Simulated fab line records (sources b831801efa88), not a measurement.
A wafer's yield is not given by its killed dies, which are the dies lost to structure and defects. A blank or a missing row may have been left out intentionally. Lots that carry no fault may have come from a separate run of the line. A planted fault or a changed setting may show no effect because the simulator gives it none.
Matching of chambers || flow sky130 || SKY_VIA3_CMP_02 on cmp-02: 4 sister chambers
The step polishes SiO2. 4 wafers are shown with their chamber, then 9 later ones without.

## EACH WAFER AND ITS CHAMBER
{"wafer": "L613.2", "chamber": 2, "motor_current_A (A)": 12.9}
{"wafer": "L615.1", "chamber": 3, "motor_current_A (A)": 12.3}
{"wafer": "L615.2", "chamber": 1, "motor_current_A (A)": 12.8}
{"wafer": "L615.4", "chamber": 0, "motor_current_A (A)": 11.4}

## WAFERS WHOSE CHAMBER IS MISSING
{"wafer": "L623.1", "motor_current_A (A)": 13.6}
{"wafer": "L623.3", "motor_current_A (A)": 11.4}
{"wafer": "L623.4", "motor_current_A (A)": 11.9}
{"wafer": "L627.1", "motor_current_A (A)": 13.6}
{"wafer": "L627.2", "motor_current_A (A)": 12.3}
{"wafer": "L627.5", "motor_current_A (A)": 13.1}
{"wafer": "L629.1", "motor_current_A (A)": 11.5}
{"wafer": "L629.4", "motor_current_A (A)": 13.0}
{"wafer": "L629.6", "motor_current_A (A)": 12.1}

## THE CHAMBER EACH PASSED THROUGH
{"wafer": "L623.1", "from the rows above": "can't be placed: 2 or 1 or 3", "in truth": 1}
{"wafer": "L623.3", "from the rows above": 0, "in truth": 0}
{"wafer": "L623.4", "from the rows above": "can't be placed: 3 or 0 or 1 or 2", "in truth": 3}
{"wafer": "L627.1", "from the rows above": "can't be placed: 2 or 1 or 3", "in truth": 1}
{"wafer": "L627.2", "from the rows above": "can't be placed: 3 or 1 or 2", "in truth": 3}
{"wafer": "L627.5", "from the rows above": "can't be placed: 2 or 1 or 3", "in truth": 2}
{"wafer": "L629.1", "from the rows above": "can't be placed: 0 or 3", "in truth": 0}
{"wafer": "L629.4", "from the rows above": "can't be placed: 2 or 1 or 3", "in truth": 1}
{"wafer": "L629.6", "from the rows above": "can't be placed: 3 or 0 or 1 or 2", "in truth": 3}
Correctly placed: 1 of 9. Cannot be placed on the basis of these rows: 8; the candidates contain the true chamber in 8. Number placed wrongly: 0.
How it was worked out, from the rows above alone: a wafer's distance from a chamber is the root of the sum, over the readings, of the square of ((its reading less the chamber's mean) divided by the reading's scatter). If the next closest chamber is less than 2 further off than the closest, the wafer can't be placed; otherwise it belongs to the closest. Each chamber's mean is taken over the wafers shown for it. The scatter (one wafer shown for each chamber): square how far every hidden wafer sits from the nearest shown wafer, average those squares and take the square root.
